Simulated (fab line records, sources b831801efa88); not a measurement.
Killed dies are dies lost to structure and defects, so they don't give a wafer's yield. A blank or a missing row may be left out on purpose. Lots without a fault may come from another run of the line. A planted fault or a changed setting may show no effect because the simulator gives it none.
Which tool did it? | flow gf180mcu | 13 lots, 39 wafers sampled, at 5 steps of a route of 602

WHAT THE GAUGES READ, wafer by wafer
GF_V4_BOW_MEAS_05.
lot  | measured     | on            | V4_BOW (um)
L486 | day 23 18:40 | film_metro-02 | 142 139 140
L487 | day 23 23:02 | film_metro-04 | 140 131 138
L488 | day 24 12:13 | film_metro-04 | 132 120 113
L489 | day 24 20:20 | film_metro-01 | 129 121 130
L490 | day 25 06:41 | film_metro-01 | 131 155 144
L493 | day 26 06:22 | film_metro-04 | 125 116 139
L495 | day 26 22:48 | film_metro-02 | 129 123 134
L497 | day 27 15:16 | film_metro-04 | 143 154 138
L498 | day 27 19:00 | film_metro-01 | 140 154 149
L501 | day 28 13:43 | film_metro-01 | 120 120 130
L504 | day 29 08:44 | film_metro-01 | 134 135 133
L506 | day 29 20:19 | film_metro-02 | 141 134 139
L508 | day 30 06:05 | film_metro-01 | 140 143 140

GF_MIM_THK_MEAS_06.
lot  | measured     | on            | MIM_CVD_05_THK (nm)
L486 | day 24 18:42 | film_metro-04 | 42.0 42.5 42.3
L487 | day 24 23:04 | film_metro-04 | 42.1 42.7 43.1
L488 | day 25 12:07 | film_metro-04 | 42.3 41.1 42.1
L489 | day 25 19:44 | film_metro-04 | 41.7 42.3 42.9
L490 | day 26 05:37 | film_metro-02 | 41.8 42.4 41.7
L493 | day 27 04:36 | film_metro-03 | 43.3 42.9 42.5
L495 | day 27 20:40 | film_metro-03 | 41.9 41.6 42.6
L497 | day 28 12:41 | film_metro-02 | 42.3 42.5 43.2
L498 | day 28 16:29 | film_metro-03 | 29.5 29.8 30.2 29.4 29.8 30.2
L501 | day 29 10:45 | film_metro-02 | 30.2 29.9 30.1 30.2 29.9 30.1
L504 | day 30 05:47 | film_metro-03 | 42.1 42.5 42.8
L506 | day 30 16:30 | film_metro-04 | 41.7 42.4 42.7
L508 | day 31 01:43 | film_metro-02 | 42.7 42.4 42.3

GF_MIM_RS_MEAS_10: measures by four-point-probe.
lot  | measured     | on            | MIM_ALCU_RS (ohm/sq)
L486 | day 24 18:52 | film_metro-04 | 0.1587 0.1598 0.1597
L487 | day 24 23:14 | film_metro-03 | 0.1586 0.1588 0.1609
L488 | day 25 12:17 | film_metro-02 | 0.1616 0.1606 0.1594
L489 | day 25 19:54 | film_metro-02 | 0.1585 0.1590 0.1594
L490 | day 26 05:47 | film_metro-04 | 0.1604 0.1588 0.1584
L493 | day 27 04:47 | film_metro-02 | 0.1604 0.1591 0.1613
L495 | day 27 20:50 | film_metro-02 | 0.1595 0.1570 0.1597
L497 | day 28 12:52 | film_metro-04 | 0.1612 0.1593 0.1604
L498 | day 28 22:25 | film_metro-02 | 0.1630 0.1632 0.1626
L501 | day 29 16:28 | film_metro-02 | 0.1577 0.1590 0.1595
L504 | day 30 05:58 | film_metro-02 | 0.1616 0.1581 0.1596
L506 | day 30 16:40 | film_metro-03 | 0.1616 0.1605 0.1586
L508 | day 31 01:55 | film_metro-03 | 0.1617 0.1604 0.1588

WHICH TOOL RAN EACH LOT (tool, then ch and the chambers of the sampled wafers, then the start)
lot  | GF_MIM_SPUTTER_00            | GF_MIM_CVD_05
L486 | pvd_sputter-02, day 24 18:26 | pecvd-04 ch 0,2, day 24 18:40
L487 | pvd_sputter-03, day 24 22:47 | pecvd-02 ch 1,2, day 24 23:01
L488 | pvd_sputter-03, day 25 11:52 | pecvd-03 ch 0,2, day 25 12:05
L489 | pvd_sputter-03, day 25 19:29 | pecvd-02 ch 0,2, day 25 19:43
L490 | pvd_sputter-02, day 26 05:21 | pecvd-03 ch 1,2, day 26 05:35
L493 | pvd_sputter-03, day 27 04:19 | pecvd-03 ch 0,1,2, day 27 04:33
L495 | pvd_sputter-03, day 27 20:25 | pecvd-03 ch 0,1,2, day 27 20:38
L497 | pvd_sputter-04, day 28 12:26 | pecvd-03 ch 0,1, day 28 12:39
L498 | pvd_sputter-04, day 28 16:12 | pecvd-02 ch 0,1,2, day 28 16:25
L501 | pvd_sputter-04, day 29 10:29 | pecvd-02 ch 0,2, day 29 10:43
L504 | pvd_sputter-02, day 30 05:30 | pecvd-03 ch 0,2, day 30 05:44
L506 | pvd_sputter-03, day 30 16:14 | pecvd-04 ch 0,1, day 30 16:28
L508 | pvd_sputter-03, day 31 01:26 | pecvd-04 ch 0,1,2, day 31 01:41
- GF_MIM_SPUTTER_00: material Ti, target thk 37.5 nm, time 150 s.
- GF_MIM_CVD_05: deposits Si3N4, target thk 42 nm, time 29.086 s.

WHAT THE TOOLS THEMSELVES READ (means of the sampled wafers that have a number; where no wafer has one, the mark that the record gives instead)
GF_MIM_SPUTTER_00.
lot  | tool           | throttle_valve_pct (%)
L486 | pvd_sputter-02 | 29.6
L487 | pvd_sputter-03 | 29.8
L488 | pvd_sputter-03 | 29.5
L489 | pvd_sputter-03 | 29.6
L490 | pvd_sputter-02 | 30.4
L493 | pvd_sputter-03 | 29.7
L495 | pvd_sputter-03 | 29.7
L497 | pvd_sputter-04 | 30.8
L498 | pvd_sputter-04 | 30.3
L501 | pvd_sputter-04 | 30.7
L504 | pvd_sputter-02 | 30.6
L506 | pvd_sputter-03 | 29.0
L508 | pvd_sputter-03 | 30.0

GF_MIM_CVD_05.
lot  | tool     | heater_power_w (W) | susceptor_temp_C (C)
L486 | pecvd-04 | 670                | 385.10
L487 | pecvd-02 | 612                | 385.00
L488 | pecvd-03 | 586                | 384.98
L489 | pecvd-02 | 671                | 384.79
L490 | pecvd-03 | 631                | 384.62
L493 | pecvd-03 | 607                | 384.87
L495 | pecvd-03 | 618                | 384.80
L497 | pecvd-03 | 688                | 385.17
L498 | pecvd-02 | 610                | 384.90
L501 | pecvd-02 | 626                | 385.00
L504 | pecvd-03 | 605                | 384.77
L506 | pecvd-04 | 675                | 385.03
L508 | pecvd-04 | 673                | 385.16

THE ANSWER, worked out from the rows above alone
Rule: what is usual is taken from the lots themselves. Put in order of their means at a reading, lots are off if they are a third of the lots or fewer, leave a main group of 4 or more, and stand apart from it by a gap of 3 or more times the standard deviation of the main group's means; of several such gaps the widest counts. A main group whose means are all the same, to the digits that the tables above print for the reading, isn't used. A lot without any number at a reading at which 4 lots or more have one is off too. The other lots that the step has rows for count as sound. The gauges are gone through in route order, then the tools' own readings, and for those a lot's mean is taken as printed above. The first step at which some lot is off is used, and at that step the reading that is off furthest; a lot without a number counts as furthest.
Off: L498, L501, at GF_MIM_THK_MEAS_06 (MIM_CVD_05_THK). The main group: mean 42.3 nm, standard deviation 0.31.
A tool fits if, at a process step before that reading, it ran every lot that is off, and no sound lot after the first of them. The gauges at GF_MIM_THK_MEAS_06 are tried like those tools. Can't be told from this: 2 tools fit, pvd_sputter-04 at GF_MIM_SPUTTER_00, pecvd-02 at GF_MIM_CVD_05.

WHAT THE SIMULATOR HAD PUT IN
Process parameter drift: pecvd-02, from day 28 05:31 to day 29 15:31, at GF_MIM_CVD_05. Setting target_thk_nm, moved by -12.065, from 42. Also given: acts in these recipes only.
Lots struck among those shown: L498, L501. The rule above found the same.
